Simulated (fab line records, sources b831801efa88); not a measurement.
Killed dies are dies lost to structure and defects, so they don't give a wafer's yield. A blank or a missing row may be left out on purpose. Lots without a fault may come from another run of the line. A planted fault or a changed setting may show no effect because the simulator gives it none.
Which tool did it? | flow sky130 | 12 lots, 36 wafers sampled, at 3 steps of a route of 708

WHAT THE GAUGES READ, wafer by wafer
SKY_VIA1_THK_MEAS_23: measures by xrf.
lot  | measured     | on            | VIA1_W_THK (nm)
L075 | day 34 11:53 | film_metro-03 | 268 269 272
L077 | day 35 05:34 | film_metro-03 | 273 273 275
L079 | day 35 20:45 | film_metro-01 | 278 270 278
L081 | day 36 03:43 | film_metro-01 | 272 273 274
L083 | day 36 22:07 | film_metro-02 | 266 269 266
L085 | day 37 05:28 | film_metro-02 | 267 267 267
L087 | day 37 22:27 | film_metro-01 | 267 272 268
L089 | day 38 13:24 | film_metro-03 | 281 285 279
L091 | day 39 18:35 | film_metro-03 | 270 269 270
L093 | day 39 20:07 | film_metro-02 | 270 269 279
L095 | day 40 10:52 | film_metro-01 | 279 277 267
L097 | day 40 23:38 | film_metro-02 | 268 272 273

WHICH TOOL RAN EACH LOT (tool, then ch and the chambers of the sampled wafers, then the start)
lot  | SKY_FIELD_ISO_ETCH_17           | SKY_VIA1_CVD_21
L075 | rie_si-01 ch 0,1,3, day 2 09:53 | cvd_w-02 ch 0,1, day 34 11:40
L077 | rie_si-02 ch 0,1,2, day 2 20:40 | cvd_w-02 ch 0,1, day 35 05:20
L079 | rie_si-02 ch 0,1, day 3 10:13   | cvd_w-01 ch 0,1, day 35 20:32
L081 | rie_si-01 ch 1,3, day 3 19:01   | cvd_w-02 ch 0,1, day 36 03:30
L083 | rie_si-01 ch 1,2, day 4 03:16   | cvd_w-02 ch 0,1, day 36 21:55
L085 | rie_si-01 ch 2,3, day 4 13:58   | cvd_w-02 ch 0,1, day 37 05:14
L087 | rie_si-02 ch 0,1,3, day 5 01:19 | cvd_w-02 ch 0,1, day 37 22:14
L089 | rie_si-01 ch 1,2,3, day 5 10:40 | cvd_w-01 ch 1, day 38 13:11
L091 | rie_si-01 ch 0,1,3, day 6 00:16 | cvd_w-01 ch 0,1, day 39 18:22
L093 | rie_si-01 ch 0,1,3, day 6 06:58 | cvd_w-01 ch 0,1, day 39 19:53
L095 | rie_si-01 ch 1,2, day 6 19:05   | cvd_w-01 ch 0,1, day 40 10:38
L097 | rie_si-01 ch 1,3, day 7 04:55   | cvd_w-02 ch 0,1, day 40 23:26
- SKY_FIELD_ISO_ETCH_17: etches Si in HBr/Cl2/O2, target depth 342 nm, time 97.7 s.
- SKY_VIA1_CVD_21: deposits W, target thk 270 nm, time 80.902 s.

THE ANSWER, worked out from the rows above alone
Rule: what is usual is taken from the lots themselves. Put in order of their means at a reading, lots are off if they are a third of the lots or fewer, leave a main group of 4 or more, and stand apart from it by a gap of 3 or more times the standard deviation of the main group's means; of several such gaps the widest counts. A main group whose means are all the same, to the digits that the tables above print for the reading, isn't used. A lot without any number at a reading at which 4 lots or more have one is off too. The other lots that the step has rows for count as sound.
No lot is off at any reading shown: from this, nothing can be told.

WHAT THE SIMULATOR HAD PUT IN
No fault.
